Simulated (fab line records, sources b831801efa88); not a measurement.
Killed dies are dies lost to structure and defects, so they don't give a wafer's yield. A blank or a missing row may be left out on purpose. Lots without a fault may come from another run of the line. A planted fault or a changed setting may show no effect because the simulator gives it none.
A struck lot beside a sound one | flow sky130 | 15 steps out of a route of 708
Sound: wafers L967.1, L967.2, L967.6. Struck: wafer L973.4. (L973.2, L973.6 of the same lot were not struck and are left out.) The cause comes at the end.
At each step with rows: each side's tool, then ch and its chambers, then its first start. Under that, the readings that differ: sound wafers | struck wafers | difference of the means | sigmas: that difference in standard deviations of wafers without a fault.
alike: readings whose means differ by less than 2 such deviations, and words and numbers that are the same on both sides. not compared: withheld readings, readings that some wafer has no value for, bounds like >300 that may hide the same value, and numbers for which the record gives no deviation and whose values overlap.
The two part at a step that has a row with sigmas, a row that says differs or no value, or rows on one side only. Numbers that don't overlap but have no deviation are shown without sigmas and don't part them. A reading that every wafer of one side lacks parts them only if that side has two wafers or more.

SKY_VIA1_ETCH_14: etches BARC in N2/H2, stops on SiO2, time 45.9 s, target depth 60 nm.
  sound on rie_diel-02 ch 0,3, day 33 11:37; struck on rie_diel-02 ch 3, day 35 05:56
  alike: bias_w, drypump_motor_current_A, h2_flow_sccm, oes_product_au, throttle_valve_pct
  not compared: rf_hours_counter_h
then, 5 steps without rows for these wafers: SKY_VIA1_ETCH_15 (etches SiO2 in C4F8/O2/Ar, stops on TiN, target depth 351 nm, time 54 s); SKY_VIA1_STRIP_16 (strips in O2/N2); SKY_VIA1_STRIP_17 (strips in post etch residue remover, time 1200 s); SKY_VIA1_CLEAN_18 (cleans in IPA, time 180 s); SKY_VIA1_CLEAN_19 (cleans in O3/DIW).
SKY_VIA1_SPUTTER_20: material TiN, target thk 20 nm, time 80 s.
  sound on pvd_sputter-01, day 33 12:46; struck on pvd_sputter-02, day 35 06:39
  alike: throttle_valve_pct
SKY_VIA1_CVD_21: deposits W, target thk 270 nm, time 80.902 s.
  sound on cvd_w-01 ch 0,1, day 33 12:50; struck on cvd_w-01 ch 1, day 35 06:43
  alike: heater_power_w
  not compared: since_wet_clean_h
SKY_VIA1_RS_MEAS_22: measures by four-point-probe.
  sound on film_metro-02, day 33 12:56; struck on film_metro-04, day 35 06:49
  reading            | sound             | struck | difference | sigmas
  VIA1_W_RS (ohm/sq) | 0.429 0.423 0.426 | 0.436  | +0.010     | +3
SKY_VIA1_THK_MEAS_23: measures by xrf.
  sound on film_metro-02, day 33 13:03; struck on film_metro-04, day 35 06:56
  alike: VIA1_W_THK
SKY_VIA1_CMP_24: polishes, stops on SiO2, t overpolish 15 s, target thk 0 nm.
  sound on cmp-01 ch 0,2,3, day 33 13:07; struck on cmp-02 ch 1, day 35 07:02
  alike: edge_zone_pressure_frac, motor_current_A, overpolish_run_s, platen_rpm, time_to_endpoint_s
then, 1 step without rows for these wafers: SKY_METAL2_SPUTTER_00 (material Ti, target thk 15 nm, time 10 s).
SKY_METAL2_SPUTTER_01: material TiN, target thk 20 nm, time 16.7 s.
  sound on pvd_sputter-03, day 33 13:26; struck on pvd_sputter-03, day 35 07:18
  reading                                    | sound             | struck | difference | sigmas
  model.TiN_of_METAL2_SPUTTER_01.thk_nm (nm) | 19.68 19.87 19.89 | 34.22  | +14.41     |
  alike: throttle_valve_pct
SKY_METAL2_SPUTTER_02: material AlCu, target thk 250 nm, time 13.3 s.
  sound on pvd_sputter-03, day 33 13:27; struck on pvd_sputter-03, day 35 07:20
  alike: throttle_valve_pct
SKY_PAD_OPEN_PROBE_99:
  the record has rows for the sound wafers here (prober-02, day 45 15:59) and none for the struck ones

WHERE THEY PART
First at SKY_VIA1_RS_MEAS_22; last, within this record, at SKY_PAD_OPEN_PROBE_99.

WHY: what the simulator had put in
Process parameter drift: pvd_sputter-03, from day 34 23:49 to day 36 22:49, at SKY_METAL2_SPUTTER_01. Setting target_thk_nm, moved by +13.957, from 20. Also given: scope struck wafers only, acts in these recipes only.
